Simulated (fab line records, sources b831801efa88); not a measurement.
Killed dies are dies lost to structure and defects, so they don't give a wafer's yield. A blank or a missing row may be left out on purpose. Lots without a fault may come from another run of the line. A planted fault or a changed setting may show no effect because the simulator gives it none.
Tool commonality check | flow sky130 | 11 lots, 33 wafers sampled

WHY IT WAS OPENED
At SKY_LDD_P_TW_MEAS_11 the reading LDD_P_TW is flagged on 3 of 11 lots. Wafers without a fault read 635, standard deviation 14.
Rule: a lot is flagged when every wafer of it that has a number lies more than 4 standard deviations from that mean, or none has a number. The other lots count as sound.

lot  | measured     | on            | LDD_P_TW, wafer by wafer | flag
L940 | day 18 14:43 | film_metro-04 | 622 624 622              |
L947 | day 21 20:08 | film_metro-04 | 2542 2541 2539           | FLAGGED
L948 | day 22 12:05 | film_metro-04 | 2569 2549 2554           | FLAGGED
L949 | day 22 16:25 | film_metro-04 | 2565 2554 2562           | FLAGGED
L952 | day 24 11:25 | film_metro-04 | 629 626 627              |
L955 | day 25 01:14 | film_metro-03 | 630 629 631              |
L957 | day 25 03:34 | film_metro-02 | 655 658 657              |
L959 | day 25 23:12 | film_metro-04 | 619 627 623              |
L958 | day 26 02:08 | film_metro-04 | 629 631 628              |
L960 | day 26 08:41 | film_metro-02 | 660 654 656              |
L962 | day 26 17:22 | film_metro-04 | 628 628 628              |
The numbers of the flagged lots are 2553 on average: +1918 against the usual, or +99 or more standard deviations.

WHICH TOOL RAN EACH LOT
The record holds 2 process steps before the reading, out of a route of 708 steps. In each cell: the tool, then ch and the chambers that the sampled wafers went through, then the start.
lot  | flag    | SKY_RES_PROTECT_STRIP_07             | SKY_LDD_N_COAT_02
L940 |         | plasma_asher-04 ch 0,1, day 14 18:04 | litho_track-03 ch 0, day 16 16:55
L947 | FLAGGED | plasma_asher-02 ch 0, day 17 17:25   | litho_track-01, day 19 20:03
L948 | FLAGGED | plasma_asher-01 ch 0,1, day 18 11:03 | litho_track-03, day 20 14:02
L949 | FLAGGED | plasma_asher-04 ch 0,1, day 18 15:58 | litho_track-01, day 20 18:15
L952 |         | plasma_asher-02 ch 0,1, day 20 09:30 | litho_track-03 ch 0, day 22 11:28
L955 |         | plasma_asher-04 ch 0,1, day 20 23:31 | litho_track-02 ch 0, day 23 02:44
L957 |         | plasma_asher-04 ch 0,1, day 21 04:16 | litho_track-03 ch 0, day 23 05:37
L959 |         | plasma_asher-01 ch 0,1, day 22 00:18 | litho_track-03 ch 0, day 24 00:46
L958 |         | plasma_asher-04 ch 0,1, day 22 04:36 | litho_track-01 ch 0, day 24 04:28
L960 |         | plasma_asher-01 ch 0,1, day 22 10:06 | litho_track-01 ch 0, day 24 11:19
L962 |         | plasma_asher-01 ch 0,1, day 22 20:55 | litho_track-03 ch 0, day 24 20:07
What these steps do:
- SKY_RES_PROTECT_STRIP_07: strips in O2/N2.
- SKY_LDD_N_COAT_02: resist thk 300 nm.
- SKY_LDD_P_TW_MEAS_11

FLAGGED OVER TOTAL, TOOL BY TOOL (the gauges that took the reading come last)
step                     | tool            | lots run | flagged | share of the flagged lots | sound lots run after its first flagged lot
SKY_RES_PROTECT_STRIP_07 | plasma_asher-01 | 4        | 1       | some                      | 3 (L959,L960,L962)
SKY_RES_PROTECT_STRIP_07 | plasma_asher-02 | 2        | 1       | some                      | 1 (L952)
SKY_RES_PROTECT_STRIP_07 | plasma_asher-04 | 5        | 1       | some                      | 3 (L955,L957,L958)
SKY_LDD_N_COAT_02        | litho_track-01  | 4        | 2       | some                      | 2 (L958,L960)
SKY_LDD_N_COAT_02        | litho_track-02  | 1        | 0       | none                      | -
SKY_LDD_N_COAT_02        | litho_track-03  | 6        | 1       | some                      | 4 (L952,L957,L959,L962)
SKY_LDD_P_TW_MEAS_11     | film_metro-02   | 2        | 0       | none                      | -
SKY_LDD_P_TW_MEAS_11     | film_metro-03   | 1        | 0       | none                      | -
SKY_LDD_P_TW_MEAS_11     | film_metro-04   | 8        | 3       | all                       | 4 (L952,L959,L958,L962)

WHAT THE TABLE ALLOWS
1 row of the table ran every flagged lot: film_metro-04 at SKY_LDD_P_TW_MEAS_11.
- film_metro-04 at SKY_LDD_P_TW_MEAS_11: 3 of its 8 lots flagged. Sound lots ran on it after the first flagged one (L952, L959, L958, L962), which a lasting fault on the whole tool wouldn't allow.
No row of the table ran every flagged lot and no sound lot after the first.

WHAT THE SIMULATOR HAD PUT IN
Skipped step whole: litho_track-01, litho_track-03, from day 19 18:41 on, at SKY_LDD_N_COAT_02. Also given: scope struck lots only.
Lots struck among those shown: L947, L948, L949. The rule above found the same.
